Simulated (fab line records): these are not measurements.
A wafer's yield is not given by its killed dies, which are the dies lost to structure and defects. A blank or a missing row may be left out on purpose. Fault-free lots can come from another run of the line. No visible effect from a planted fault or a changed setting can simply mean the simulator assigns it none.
A lot that was struck, set against a sound lot | flow sky130 | 43 steps out of a route of 708
Sound: the wafers L802.4, L802.5, L802.6. Wafers L819.3, L819.5, L819.6 were the ones struck. The cause is given at the end.
Each step with rows lists, per side, the tool, then ch with its chambers, then its first start. Under that, the readings that differ: sound wafers | struck wafers | difference of the means | sigmas: that difference in standard deviations of wafers without a fault.
alike: a reading whose means differ by less than 2 such deviations, as well as words and numbers matching on both sides. not compared: withheld readings; readings where some wafer has no value; bounds like >300 that might hide an equal value; numbers whose values overlap and for which the record gives no deviation.
Wherever a step has rows on one side only, a row that says differs or no value, or a row with sigmas, the two part there. Non-overlapping numbers with no deviation appear without sigmas and do not part them. Lack of a reading on every wafer of one side parts them only where that side has two or more wafers.

first, 6 steps without rows for these wafers: SKY_POLY_GATE_COAT_07 (resist thk 110 nm); SKY_POLY_GATE_COAT_08 (resist thk 450 nm); SKY_POLY_GATE_SOFTBAKE_09 (time 90 s); SKY_POLY_GATE_EXPOSE_10 (exposes mask P1M, target cd 150 nm); SKY_POLY_GATE_PEB_11; SKY_POLY_GATE_DEVELOP_12 (develop time 60 s).
SKY_POLY_GATE_CD_MEAS_13: the cd target is 150 nm.
  sound on cd sem-01 at day 17 00:05; struck on cd sem-01 at day 22 20:02
  alike: cd nm
SKY_POLY_GATE_OVL_MEAS_14:
  sound on overlay-01 at day 17 00:10; struck on overlay-02 at day 22 20:08
  alike: POLY_GATE_OVL
SKY_POLY_GATE_ETCH_15: etches BARC in N2/H2, stops on SiO2, time 118.5 s, target depth 110 nm.
  sound on rie diel-04 ch 2,3, day 17 00:11; struck on rie diel-01 ch 0,1, day 22 20:10
  alike: chamber pressure mTorr, drypump motor current A, oes product au, throttle valve pct
  not compared: rf hours counter h
SKY_POLY_GATE_ETCH_16: etches Si3N4 in CH3F/O2, stops on poly-Si, time 147.5 s, target depth 75 nm.
  sound on rie diel-04 ch 2,3, day 17 00:16; struck on rie diel-01 ch 0,1, day 22 20:14
  alike: chamber pressure mTorr, drypump motor current A, oes product au, throttle valve pct
  not compared: rf hours counter h
SKY_POLY_GATE_ETCH_17: etches poly-Si in HBr/Cl2, stops on SiO2, target depth 180 nm, time 70.5 s.
  sound on rie si-01 ch 0,1, day 17 00:22; struck on rie si-01 ch 0,2,3, day 22 20:20
  alike: chamber pressure mTorr, drypump motor current A, oes product au, throttle valve pct
  not compared: rf hours counter h
SKY_POLY_GATE_STRIP_18: strips in O2/N2.
  sound on plasma asher-02 ch 0,1, day 17 00:28; struck on plasma asher-03 ch 0,1, day 22 20:26
  alike: chamber pressure mTorr, drypump motor current A, oes product au, strip time to endpoint s
  not compared: rf hours counter h
SKY_POLY_GATE_CLEAN_19: cleans in SC1/SC2, time 150 s.
  sound on wet bench-03 ch 3, day 17 00:32; struck on wet bench-03 ch 3, day 22 20:30
then, 1 step without rows for these wafers: SKY_POLY_GATE_OXIDATION_20 (stabilise 600 s, purge 300 s, target thk 4 nm).
SKY_POLY_GATE_THK_MEAS_21:
  sound on film metro-04 at day 17 02:22; struck on film metro-03 at day 22 22:05
  alike: POLY_GATE_OXIDATION_THK
SKY_POLY_GATE_CD_MEAS_22:
  sound on cd sem-01 at day 17 02:34; struck on cd sem-02 at day 22 22:11
  alike: cd nm
then, 7 steps without rows for these wafers: SKY_LDD_N_DEHYDRATE_00 (time 60 s); SKY_LDD_N_HMDS_01 (prime time 60 s); SKY_LDD_N_COAT_02 (resist thk 300 nm); SKY_LDD_N_SOFTBAKE_03 (time 60 s); SKY_LDD_N_EXPOSE_04 (exposes mask NTM, target cd 840 nm); SKY_LDD_N_PEB_05; SKY_LDD_N_DEVELOP_06 (develop time 60 s).
SKY_LDD_N_OVL_MEAS_07:
  sound on overlay-01 at day 18 07:51; struck on overlay-01 at day 24 03:20
  alike: LDD_N_OVL
then, 8 steps without rows for these wafers: SKY_LDD_N_IMPLANT_08; SKY_LDD_N_IMPLANT_09; SKY_LDD_N_IMPLANT_10; SKY_LDD_N_IMPLANT_11; SKY_LDD_N_IMPLANT_12; SKY_LDD_N_IMPLANT_13; SKY_LDD_N_IMPLANT_14; SKY_LDD_N_IMPLANT_15.
SKY_LDD_N_STRIP_16: strips in O2/N2.
  sound on plasma asher-02 ch 0,1, day 18 09:06; struck on plasma asher-04 ch 0,1, day 24 04:36
  alike: chamber pressure mTorr, drypump motor current A, oes product au, strip time to endpoint s
  not compared: rf hours counter h
SKY_LDD_N_TW_MEAS_17:
  sound on film metro-01 at day 18 09:12; struck on film metro-01 at day 24 04:41
  alike: LDD_N_TW
then, 7 steps without rows for these wafers: SKY_LDD_P_DEHYDRATE_00 (time 60 s); SKY_LDD_P_HMDS_01 (prime time 60 s); SKY_LDD_P_COAT_02 (resist thk 1140 nm); SKY_LDD_P_SOFTBAKE_03 (time 60 s); SKY_LDD_P_EXPOSE_04 (exposes mask PSDM, target cd 380 nm); SKY_LDD_P_PEB_05; SKY_LDD_P_DEVELOP_06 (develop time 60 s).
SKY_LDD_P_CD_MEAS_07: the cd target is 380 nm.
  sound on cd sem-01 at day 19 15:25; struck on cd sem-02 at day 25 09:33
  alike: cd nm
-- here the record skips 25 days between the struck wafers' starts before and after, leaving off in module LDD_P and picking up in module PAD_OPEN (first step shown: number 708 of the route) --
SKY_PAD_OPEN_PROBE_99:
  only the struck wafers here have rows in the record (prober-02, day 49 22:23); the sound ones have none

## WHERE THEY PART
Within this record, at SKY_PAD_OPEN_PROBE_99 only.

WHY: what had been put in by the simulator
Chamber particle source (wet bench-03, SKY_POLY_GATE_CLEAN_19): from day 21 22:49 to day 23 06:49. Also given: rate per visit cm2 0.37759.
